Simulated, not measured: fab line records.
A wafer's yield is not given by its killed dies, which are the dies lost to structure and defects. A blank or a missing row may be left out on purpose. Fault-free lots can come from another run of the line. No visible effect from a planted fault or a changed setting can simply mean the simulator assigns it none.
fab line records -- flow sky130 -- part 1 of 2: steps 1 to 42 of 43
[record] lots = 6, wafers = 18, lastDay = 49
route steps=708 shown METAL3@558 VIA3@573 METAL4@598 PAD_OPEN@708
lots that met no fault: taken from a fault-free run of the same line
startH: start of the lot's first displayed wafer, in hours after the record's first day -- waitH: how many hours have passed since the lot's step before this one -- " same as the row above -- L1.1+2: one row covering several wafers at once -- - no value, or no start was given -- * or withheld: withheld -- < > ~ a bound
route shown NAME@n: a module of which the file shows steps, and the number in the route of the first -- usual: mean and standard deviation over wafers with no fault -- same: alike in all rows -- chamber/n: place in a boat -- sites: readings site by site -- _std_site: standard deviation across them -- _edge_site: mean of outer sites minus mean of inner sites -- radiusMm: for every site, how far away it sits from the centre of the wafer -- mask NAME#n: copy n -- behind: the last tool/chamber to shape the wafer -- hold: what put the lot on hold/how long, in hours/how the hold closed -- device: names the non-switching transistor (n, p or np) -- end of line: at the end of the route, the tests of the same wafers -- a step without rows: its recipe alone -- killed: at the first sort, the dies lost to defects and structure; wafer yield is something else -- map: a wafer's dies, x killed, . not, _ none there
set.NAME: the setting the step ran with; set.NAME@STEP: the setting that earlier step ran with -- model.NAME: the simulator's own value behind a step, which no gauge read
certain route steps with their lots: each step a table, each wafer a row
services: a tool's chamber out of use, with start hour (startH, from the record's first day; less than 0 if before it), hours out, and reason
[[steps]]
[step SKY_METAL3_COAT_08]
[recipe] resist = KrF-thick, spinRpm = 3000, resistThkNm = 1140
[step SKY_METAL3_SOFTBAKE_09]
[recipe] tempC = 100, timeS = 90, resist = KrF-thick
[step SKY_METAL3_EXPOSE_10]
[recipe] maskId = MM3, na = 0.68, sourceShape = annular, sigmaInner = 0.4, sigmaOuter = 0.8, targetCdNm = 300, doseMj = 28
[step SKY_METAL3_PEB_11]
[recipe] pebTempC = withheld, pebTimeS = withheld, resist = KrF-thick
[step SKY_METAL3_DEVELOP_12]
[recipe] developTimeS = 60, resist = KrF-thick, devTempC = 21
[step SKY_METAL3_CD_MEAS_13]
[recipe] targetCdNm = 300
[usual] cdNm = 300.4/1.5
lot.wafer,tool,chamber,startH,waitH,cdNm
L233.1,cdSem-01,-,900.32,-,298.7
L233.2,cdSem-01,-,900.32,-,298.3
L233.4,cdSem-01,-,900.32,-,298.4
L235.1,cdSem-02,-,913.67,-,302.7
L235.4,cdSem-02,-,913.67,-,302.6
L235.5,cdSem-02,-,913.67,-,302.0
L237.1,cdSem-02,-,931.67,-,298.0
L237.5,cdSem-02,-,931.67,-,298.4
L237.6,cdSem-02,-,931.67,-,299.5
L243.1,cdSem-02,-,982.97,-,298.4
L243.2,cdSem-02,-,982.97,-,297.9
L243.6,cdSem-02,-,982.97,-,299.5
L245.4,cdSem-01,-,1011.08,-,299.5
L245.5,cdSem-01,-,1011.08,-,299.4
L245.6,cdSem-01,-,1011.08,-,300.0
L250.2,cdSem-01,-,1029.84,-,302.2
L250.4,cdSem-01,-,1029.84,-,303.0
L250.6,cdSem-01,-,1029.84,-,302.1
[step SKY_METAL3_OVL_MEAS_14]
[usual] METAL3_OVL = 3/5.5
lot.wafer,tool,chamber,startH,waitH,METAL3_OVL[nm]
L233.1,overlay-02,-,900.44,0.1,5
L233.2,overlay-02,-,900.44,0.1,2
L233.4,overlay-02,-,900.44,0.1,1
L235.1,overlay-02,-,913.79,0.1,4
L235.4,overlay-02,-,913.79,0.1,10
L235.5,overlay-02,-,913.79,0.1,6
L237.1,overlay-02,-,931.79,0.1,2
L237.5,overlay-02,-,931.79,0.1,6
L237.6,overlay-02,-,931.79,0.1,2
L243.1,overlay-01,-,983.09,0.1,2
L243.2,overlay-01,-,983.09,0.1,0
L243.6,overlay-01,-,983.09,0.1,6
L245.4,overlay-01,-,1011.16,0.1,-4
L245.5,overlay-01,-,1011.16,0.1,-3
L245.6,overlay-01,-,1011.16,0.1,-3
L250.2,overlay-02,-,1029.95,0.1,3
L250.4,overlay-02,-,1029.95,0.1,-1
L250.6,overlay-02,-,1029.95,0.1,0
[step SKY_METAL3_DESCUM_15]
[recipe] chemistry = O2, sourcePowerW = 150, biasPowerW = 0, pressureMtorr = 10, tempC = 40, timeS = 8
[step SKY_METAL3_ETCH_16]
[recipe] chemistry = N2/H2, target = BARC, ionEnergyEv = 200, biasW = 100, pressureMtorr = 30, n2FlowSccm = 100, h2FlowSccm = 200, icpW = 500, stopOn = SiO2, timeS = 88.2, targetDepthA = 600
[usual] drypumpMotorCurrentA = 5.9/0.36, oesProductAu = 0.627/0.0046, throttleValvePct = 13.205/0.0099
lot.wafer,tool,chamber,startH,waitH,drypumpMotorCurrentA,oesProductAu,rfHoursCounterH,throttleValvePct
L233.1,rieMetal-04,0,900.51,0.0,5.3,0.628,4,13.199
L233.2,rieMetal-04,1,900.51,0.0,6.2,0.637,9,13.189
L233.4,rieMetal-04,1,900.51,0.0,6.2,0.633,-,13.211
L235.1,rieMetal-04,1,913.86,0.0,6.2,0.627,9,13.212
L235.4,rieMetal-04,1,913.86,0.0,6.2,0.623,-,13.198
L235.5,rieMetal-04,0,913.86,0.0,5.3,0.625,-,13.215
L237.1,rieMetal-04,0,931.86,0.0,5.4,0.624,5,13.203
L237.5,rieMetal-04,1,931.86,0.0,6.2,0.627,-,13.217
L237.6,rieMetal-04,0,931.86,0.0,5.4,0.631,-,13.213
L243.1,rieMetal-04,1,983.16,0.0,6.2,0.629,12,13.213
L243.2,rieMetal-04,0,983.16,0.0,5.3,0.625,7,13.208
L243.6,rieMetal-04,1,983.16,0.0,6.2,0.628,-,13.210
L245.4,rieMetal-03,0,1011.24,0.0,6.2,0.629,-,13.198
L245.5,rieMetal-03,0,1011.24,0.0,6.2,0.629,-,13.209
L245.6,rieMetal-03,1,1011.24,0.0,5.6,0.625,-,13.216
L250.2,rieMetal-02,1,1030.01,0.0,5.7,0.630,12,13.192
L250.4,rieMetal-02,0,1030.01,0.0,6.2,0.625,-,13.209
L250.6,rieMetal-02,1,1030.01,0.0,5.7,0.631,-,13.191
[step SKY_METAL3_ETCH_17]
[recipe] target = SiO2, stopOn = TiN, chemistry = C4F8/O2/Ar, sourceW = 1500, biasW = 1200, pressureMtorr = 40, c4f8FlowSccm = withheld, O2_flow_sccm = 6, Ar_flow_sccm = 300, timeS = 3.9, targetDepthA = 150
[step SKY_METAL3_METAL_ETCH_18]
[recipe] targetDepthA = 8450, stopOn = SiO2, overEtchFrac = 0.3, timeS = 183.1, chemistry = Cl2/BCl3, resistSidewallDeg = 88, pressureMtorr = 10, icpW = 900, biasW = 48.5, Cl2_flow_sccm = 60, bcl3FlowSccm = 30
[step SKY_METAL3_STRIP_19]
[recipe] chemistry = O2/N2, powerW = 1400, pressureMtorr = 1500, platenTempC = withheld, o2FlowSccm = 3000, n2FlowSccm = 300, overashFraction = 0.5
[step SKY_METAL3_STRIP_20]
[recipe] chemistry = postEtchResidueRemover, timeS = 1200, tempC = 72.5
[usual] bathGuardTempC = 72.4/0.66
lot.wafer,tool,chamber,startH,waitH,bathGuardTempC
L233.1,wetBench-03,0,900.91,0.1,72.1
L233.2,wetBench-03,0,900.91,0.1,71.7
L233.4,wetBench-03,0,900.91,0.1,72.2
L235.1,wetBench-04,2,914.26,0.1,71.7
L235.4,wetBench-04,2,914.26,0.1,72.0
L235.5,wetBench-04,2,914.26,0.1,71.4
L237.1,wetBench-01,3,932.26,0.1,71.3
L237.5,wetBench-01,3,932.26,0.1,71.2
L237.6,wetBench-01,3,932.26,0.1,71.6
L243.1,wetBench-04,0,983.56,0.1,73.2
L243.2,wetBench-04,0,983.56,0.1,73.1
L243.6,wetBench-04,0,983.56,0.1,73.1
L245.4,wetBench-04,0,1011.61,0.0,73.3
L245.5,wetBench-04,0,1011.61,0.0,73.2
L245.6,wetBench-04,0,1011.61,0.0,73.0
L250.2,wetBench-03,0,1030.41,0.1,71.8
L250.4,wetBench-03,0,1030.41,0.1,72.2
L250.6,wetBench-03,0,1030.41,0.1,71.7
[step SKY_METAL3_CLEAN_21]
[recipe] chemistry = IPA, timeS = 180, tempC = 25
[step SKY_METAL3_CLEAN_22]
[recipe] chemistry = O3/DIW, dry = n2Spin
[step SKY_VIA3_HDPCVD_00]
[recipe] material = SiO2, targetThkNm = 1635, sigmaOpenFrac = 0.3, timeS = 272.5, tempC = 400, sih4FlowSccm = 60, pressureMtorr = 6
[step SKY_VIA3_THK_MEAS_01]
[recipe] reads = SiO2_of_VIA3_HDPCVD_00
[usual] VIA3_HDPCVD_THK = 1634/16
lot.wafer,tool,chamber,startH,waitH,VIA3_HDPCVD_THK[nm]
L233.1,filmMetro-01,-,901.58,0.1,1645
L233.2,filmMetro-01,-,901.58,0.1,1630
L233.4,filmMetro-01,-,901.58,0.1,1628
L235.1,filmMetro-02,-,915.00,0.1,1621
L235.4,filmMetro-02,-,915.00,0.1,1630
L235.5,filmMetro-02,-,915.00,0.1,1612
L237.1,filmMetro-01,-,932.92,0.1,1670
L237.5,filmMetro-01,-,932.92,0.1,1661
L237.6,filmMetro-01,-,932.92,0.1,1644
L243.1,filmMetro-01,-,984.25,0.1,1671
L243.2,filmMetro-01,-,984.25,0.1,1629
L243.6,filmMetro-01,-,984.25,0.1,1642
L245.4,filmMetro-02,-,1012.30,0.0,1618
L245.5,filmMetro-02,-,1012.30,0.0,1631
L245.6,filmMetro-02,-,1012.30,0.0,1618
L250.2,filmMetro-02,-,1031.14,0.1,1637
L250.4,filmMetro-02,-,1031.14,0.1,1644
L250.6,filmMetro-02,-,1031.14,0.1,1638
[step SKY_VIA3_CMP_02]
[recipe] material = SiO2, downForcePsi = 4, platenRpm = 60, padVelocityMS = 0.94248
[step SKY_VIA3_BOW_MEAS_03]
[recipe] mode = bow
[usual] VIA3_BOW = 79/8
lot.wafer,tool,chamber,startH,waitH,VIA3_BOW[um]
L233.1,filmMetro-01,-,901.94,0.1,82
L233.2,filmMetro-01,-,901.94,0.1,71
L233.4,filmMetro-01,-,901.94,0.1,75
L235.1,filmMetro-02,-,915.61,0.1,73
L235.4,filmMetro-02,-,915.61,0.1,75
L235.5,filmMetro-02,-,915.61,0.1,75
L237.1,filmMetro-02,-,933.28,0.2,95
L237.5,filmMetro-02,-,933.28,0.2,76
L237.6,filmMetro-02,-,933.28,0.2,81
L243.1,filmMetro-02,-,984.61,0.2,77
L243.2,filmMetro-02,-,984.61,0.2,86
L243.6,filmMetro-02,-,984.61,0.2,87
L245.4,filmMetro-04,-,1012.69,0.2,95
L245.5,filmMetro-04,-,1012.69,0.2,94
L245.6,filmMetro-04,-,1012.69,0.2,80
L250.2,filmMetro-04,-,1031.51,0.2,69
L250.4,filmMetro-04,-,1031.51,0.2,81
L250.6,filmMetro-04,-,1031.51,0.2,85
[step SKY_VIA3_DEHYDRATE_04]
[recipe] tempC = 200, timeS = 60
[step SKY_VIA3_HMDS_05]
[recipe] primeTimeS = 60, primeTempC = 120
[step SKY_VIA3_COAT_06]
[recipe] resist = BARC, tempC = withheld, timeS = withheld, spinRpm = 3000, resistThkNm = 60
[step SKY_VIA3_COAT_07]
[recipe] resist = KrF-thick, spinRpm = 3000, resistThkNm = 450
[step SKY_VIA3_SOFTBAKE_08]
[recipe] tempC = 100, timeS = 90, resist = KrF-thick
[step SKY_VIA3_EXPOSE_09]
[recipe] maskId = VIM3, na = 0.8, sourceShape = annular, sigmaInner = 0.55, sigmaOuter = 0.85, targetCdNm = 200, doseMj = 38
[step SKY_VIA3_PEB_10]
[recipe] pebTempC = withheld, pebTimeS = withheld, resist = KrF-thick
[step SKY_VIA3_DEVELOP_11]
[recipe] developTimeS = 60, resist = KrF-thick, devTempC = 21
[step SKY_VIA3_CD_MEAS_12]
[recipe] targetCdNm = 200
[usual] cdNm = 200.2/1.5
lot.wafer,tool,chamber,startH,waitH,cdNm
L233.1,cdSem-02,-,927.14,-,197.4
L233.2,cdSem-02,-,927.14,-,199.2
L233.4,cdSem-02,-,927.14,-,199.7
L235.1,cdSem-02,-,939.99,-,199.4
L235.4,cdSem-02,-,939.99,-,199.3
L235.5,cdSem-02,-,939.99,-,198.8
L237.1,cdSem-02,-,958.18,-,200.1
L237.5,cdSem-02,-,958.18,-,199.8
L237.6,cdSem-02,-,958.18,-,199.8
L243.1,cdSem-02,-,1007.79,-,200.6
L243.2,cdSem-02,-,1007.79,-,200.1
L243.6,cdSem-02,-,1007.79,-,200.2
L245.4,cdSem-01,-,1035.40,-,198.2
L245.5,cdSem-01,-,1035.40,-,199.3
L245.6,cdSem-01,-,1035.40,-,198.0
L250.2,cdSem-02,-,1053.56,-,198.6
L250.4,cdSem-02,-,1053.56,-,198.6
L250.6,cdSem-02,-,1053.56,-,198.2
[step SKY_VIA3_OVL_MEAS_13]
[usual] VIA3_OVL = -2/5.7
lot.wafer,tool,chamber,startH,waitH,VIA3_OVL[nm]
L233.1,overlay-01,-,927.26,0.1,-2
L233.2,overlay-01,-,927.26,0.1,2
L233.4,overlay-01,-,927.26,0.1,-1
L235.1,overlay-02,-,940.11,0.1,-8
L235.4,overlay-02,-,940.11,0.1,-10
L235.5,overlay-02,-,940.11,0.1,-8
L237.1,overlay-01,-,958.30,0.1,-7
L237.5,overlay-01,-,958.30,0.1,-2
L237.6,overlay-01,-,958.30,0.1,1
L243.1,overlay-01,-,1007.91,0.1,2
L243.2,overlay-01,-,1007.91,0.1,-2
L243.6,overlay-01,-,1007.91,0.1,10
L245.4,overlay-02,-,1035.48,0.1,3
L245.5,overlay-02,-,1035.48,0.1,-4
L245.6,overlay-02,-,1035.48,0.1,2
L250.2,overlay-02,-,1053.67,0.1,7
L250.4,overlay-02,-,1053.67,0.1,-2
L250.6,overlay-02,-,1053.67,0.1,5
[step SKY_VIA3_ETCH_14]
[recipe] chemistry = N2/H2, target = BARC, ionEnergyEv = 200, sourceW = 500, biasW = 100, pressureMtorr = 30, n2FlowSccm = 100, h2FlowSccm = 200, stopOn = SiO2, timeS = 45.9, targetDepthA = 600
[usual] drypumpMotorCurrentA = 5.9/0.45, oesProductAu = 0.854/0.0048, throttleValvePct = 13.225/0.0081
lot.wafer,tool,chamber,startH,waitH,drypumpMotorCurrentA,oesProductAu,rfHoursCounterH,throttleValvePct
L233.1,rieDiel-02,2,927.30,0.0,6.0,0.854,17,13.237
L233.2,rieDiel-02,1,927.30,0.0,6.2,0.854,13,13.225
L233.4,rieDiel-02,0,927.30,0.0,6.3,0.844,9,13.236
L235.1,rieDiel-03,2,940.15,0.0,5.6,0.853,26,13.235
L235.4,rieDiel-03,1,940.15,0.0,5.4,0.857,27,13.222
L235.5,rieDiel-03,0,940.15,0.0,5.1,0.850,-,13.226
L237.1,rieDiel-02,2,958.34,0.0,5.9,0.855,18,13.215
L237.5,rieDiel-02,2,958.34,0.0,5.9,0.853,-,13.233
L237.6,rieDiel-02,1,958.34,0.0,6.1,0.858,-,13.226
L243.1,rieDiel-03,1,1007.95,0.0,5.4,0.853,29,13.232
L243.2,rieDiel-03,3,1007.95,0.0,5.9,0.853,19,13.225
L243.6,rieDiel-03,2,1007.95,0.0,5.6,0.846,-,13.219
L245.4,rieDiel-02,1,1035.50,0.0,6.2,0.864,17,13.233
L245.5,rieDiel-02,2,1035.50,0.0,6.0,0.854,-,13.231
L245.6,rieDiel-02,3,1035.50,0.0,6.3,0.856,-,13.231
L250.2,rieDiel-02,2,1053.70,0.0,5.9,0.857,22,13.220
L250.4,rieDiel-02,3,1053.70,0.0,6.3,0.849,16,13.215
L250.6,rieDiel-02,1,1053.70,0.0,6.1,0.846,-,13.231
[step SKY_VIA3_ETCH_15]
[recipe] target = SiO2, chemistry = C4F8/O2/Ar, targetDepthNm = 507, stopOn = TiN, maskMaterial = KrF-thick, sourceW = 1500, biasW = 1200, pressureMtorr = 40, c4f8FlowSccm = withheld, O2_flow_sccm = 6, Ar_flow_sccm = 300, timeS = 78
[step SKY_VIA3_STRIP_16]
[recipe] chemistry = O2/N2, powerW = 1400, pressureMtorr = 1500, platenTempC = withheld, o2FlowSccm = 3000, n2FlowSccm = 300, overashFraction = 0.5
[step SKY_VIA3_STRIP_17]
[recipe] chemistry = postEtchResidueRemover, timeS = 1200, tempC = 72.5
[step SKY_VIA3_CLEAN_18]
[recipe] chemistry = IPA, timeS = 180, tempC = 25
[step SKY_VIA3_CLEAN_19]
[recipe] chemistry = O3/DIW, dry = n2Spin
[step SKY_VIA3_SPUTTER_20]
[recipe] material = TiN, targetThkNm = 20, chamberPressurePa = 5, powerW = 4000, timeS = 80
[usual] throttleValvePct = 29.7/0.96
lot.wafer,tool,chamber,startH,waitH,throttleValvePct
L233.1,pvdSputter-01,-,927.99,0.0,29.8
L233.2,pvdSputter-01,-,927.99,0.0,30.9
L233.4,pvdSputter-01,-,927.99,0.0,29.6
L235.1,pvdSputter-03,-,940.88,0.0,30.6
L235.4,pvdSputter-03,-,940.88,0.0,29.3
L235.5,pvdSputter-03,-,940.88,0.0,28.5
L237.1,pvdSputter-04,-,959.03,0.0,30.3
L237.5,pvdSputter-04,-,959.03,0.0,30.7
L237.6,pvdSputter-04,-,959.03,0.0,28.1
L243.1,pvdSputter-04,-,1008.64,0.0,28.4
L243.2,pvdSputter-04,-,1008.64,0.0,28.6
L243.6,pvdSputter-04,-,1008.64,0.0,30.4
L245.4,pvdSputter-04,-,1036.19,0.0,28.6
L245.5,pvdSputter-04,-,1036.19,0.0,30.8
L245.6,pvdSputter-04,-,1036.19,0.0,30.1
L250.2,pvdSputter-04,-,1054.39,0.0,28.5
L250.4,pvdSputter-04,-,1054.39,0.0,28.9
L250.6,pvdSputter-04,-,1054.39,0.0,30.3
[step SKY_VIA3_CVD_21]
[recipe] material = W, targetThkNm = 390, timeS = 117.31, tempC = 400, pressureTorr = 40
[step SKY_VIA3_RS_MEAS_22]
[recipe] thkMeasGauge = four-point-probe, reads = W_of_VIA3_CVD_21+TiN_of_VIA3_SPUTTER_20
[usual] VIA3_W_RS = 0.295/0.0031
lot.wafer,tool,chamber,startH,waitH,VIA3_W_RS[ohm/sq]
L233.1,filmMetro-04,-,928.17,0.1,0.290
L233.2,filmMetro-04,-,928.17,0.1,0.296
L233.4,filmMetro-04,-,928.17,0.1,0.291
L235.1,filmMetro-02,-,941.19,0.2,0.291
L235.4,filmMetro-02,-,941.19,0.2,0.290
L235.5,filmMetro-02,-,941.19,0.2,0.295
L237.1,filmMetro-01,-,959.21,0.1,0.298
L237.5,filmMetro-01,-,959.21,0.1,0.299
L237.6,filmMetro-01,-,959.21,0.1,0.293
L243.1,filmMetro-04,-,1008.82,0.1,0.294
L243.2,filmMetro-04,-,1008.82,0.1,0.295
L243.6,filmMetro-04,-,1008.82,0.1,0.293
L245.4,filmMetro-02,-,1036.43,0.1,0.293
L245.5,filmMetro-02,-,1036.43,0.1,0.293
L245.6,filmMetro-02,-,1036.43,0.1,0.293
L250.2,filmMetro-02,-,1054.60,0.1,0.293
L250.4,filmMetro-02,-,1054.60,0.1,0.295
L250.6,filmMetro-02,-,1054.60,0.1,0.295
[step SKY_VIA3_THK_MEAS_23]
[recipe] thkMeasGauge = xrf, reads = W_of_VIA3_CVD_21
[usual] VIA3_W_THK = 397/5.6
lot.wafer,tool,chamber,startH,waitH,VIA3_W_THK[nm]
L233.1,filmMetro-04,-,928.29,0.1,406
L233.2,filmMetro-04,-,928.29,0.1,396
L233.4,filmMetro-04,-,928.29,0.1,404
L235.1,filmMetro-02,-,941.31,0.1,402
L235.4,filmMetro-02,-,941.31,0.1,402
L235.5,filmMetro-02,-,941.31,0.1,400
L237.1,filmMetro-01,-,959.33,0.1,396
L237.5,filmMetro-01,-,959.33,0.1,390
L237.6,filmMetro-01,-,959.33,0.1,399
L243.1,filmMetro-04,-,1008.94,0.1,398
L243.2,filmMetro-04,-,1008.94,0.1,397
L243.6,filmMetro-04,-,1008.94,0.1,399
L245.4,filmMetro-02,-,1036.52,0.1,408
L245.5,filmMetro-02,-,1036.52,0.1,409
L245.6,filmMetro-02,-,1036.52,0.1,410
L250.2,filmMetro-02,-,1054.71,0.1,406
L250.4,filmMetro-02,-,1054.71,0.1,401
L250.6,filmMetro-02,-,1054.71,0.1,405
[step SKY_VIA3_CMP_24]
[recipe] stopOn = SiO2, tOverpolishS = 20, downForcePsi = 3.5, platenRpm = 60, targetThkNm = 0, padVelocityMS = 0.94248
[usual] edgeZonePressureFrac = 0.999/0.0052, motorCurrentA = 11.4/1, overpolishRunS = 19.999/0.0093, slurryFilterDpKPa = 13.48/0.13, timeToEndpointS = 94/3.5
lot.wafer,tool,chamber,startH,waitH,edgeZonePressureFrac,motorCurrentA,overpolishRunS,slurryFilterDpKPa,timeToEndpointS
L233.4,cmp-01,3,928.47,0.1,0.993,12.1,19.985,13.53,96
L233.1,cmp-01,0,928.47,0.1,0.996,10.6,20.005,13.41,100
L233.2,cmp-01,1,928.47,0.1,0.991,12.0,19.998,13.42,96
L235.1,cmp-01,2,941.37,0.1,1.003,11.9,19.999,13.61,99
L235.4,cmp-01,1,941.37,0.1,0.998,12.1,19.999,13.30,100
L235.5,cmp-01,2,941.37,0.1,1.005,12.6,20.003,13.41,99
L237.1,cmp-02,1,959.39,0.1,0.988,9.8,20.007,13.65,93
L237.5,cmp-02,1,959.39,0.1,0.996,10.4,19.999,13.52,92
L237.6,cmp-02,2,959.39,0.1,1.000,12.0,20.012,13.29,97
L243.1,cmp-01,3,1009.00,0.1,0.997,11.9,19.995,13.59,100
L243.2,cmp-01,2,1009.00,0.1,1.002,13.2,20.003,13.52,95
L243.6,cmp-01,0,1009.00,0.1,1.009,10.8,20.002,13.55,99
L245.4,cmp-01,2,1036.65,0.1,0.995,13.0,20.014,13.23,88
L245.5,cmp-01,0,1036.65,0.1,1.002,10.9,19.999,13.43,95
L245.6,cmp-01,1,1036.65,0.1,1.006,11.7,20.006,13.64,87
L250.2,cmp-01,1,1054.76,0.0,0.996,11.2,20.005,13.62,95
L250.4,cmp-01,0,1054.76,0.0,1.010,10.9,20.009,13.54,96
L250.6,cmp-01,2,1054.76,0.0,1.002,12.1,19.985,13.47,89
[step SKY_METAL4_SPUTTER_00]
[recipe] material = Ti, targetThkNm = 15, powerW = 3000, timeS = 10, chamberPressurePa = 0.4
[usual] throttleValvePct = 29.8/1.1
lot.wafer,tool,chamber,startH,waitH,throttleValvePct
L233.1,pvdSputter-02,-,928.77,0.2,31.0
L233.2,pvdSputter-02,-,928.77,0.2,29.7
L233.4,pvdSputter-02,-,928.77,0.2,29.3
L235.1,pvdSputter-02,-,941.67,0.2,29.1
L235.4,pvdSputter-02,-,941.67,0.2,29.6
L235.5,pvdSputter-02,-,941.67,0.2,29.7
L237.1,pvdSputter-03,-,959.69,0.2,30.4
L237.5,pvdSputter-03,-,959.69,0.2,29.0
L237.6,pvdSputter-03,-,959.69,0.2,28.7
L243.1,pvdSputter-04,-,1009.30,0.2,28.6
L243.2,pvdSputter-04,-,1009.30,0.2,30.4
L243.6,pvdSputter-04,-,1009.30,0.2,28.3
L245.4,pvdSputter-03,-,1036.85,0.1,30.5
L245.5,pvdSputter-03,-,1036.85,0.1,29.2
L245.6,pvdSputter-03,-,1036.85,0.1,30.4
L250.2,pvdSputter-03,-,1055.06,0.2,30.6
L250.4,pvdSputter-03,-,1055.06,0.2,30.2
L250.6,pvdSputter-03,-,1055.06,0.2,28.5
[step SKY_METAL4_SPUTTER_01]
[recipe] material = TiN, targetThkNm = 20, powerW = 6500, timeS = 17.31, chamberPressurePa = 0.4
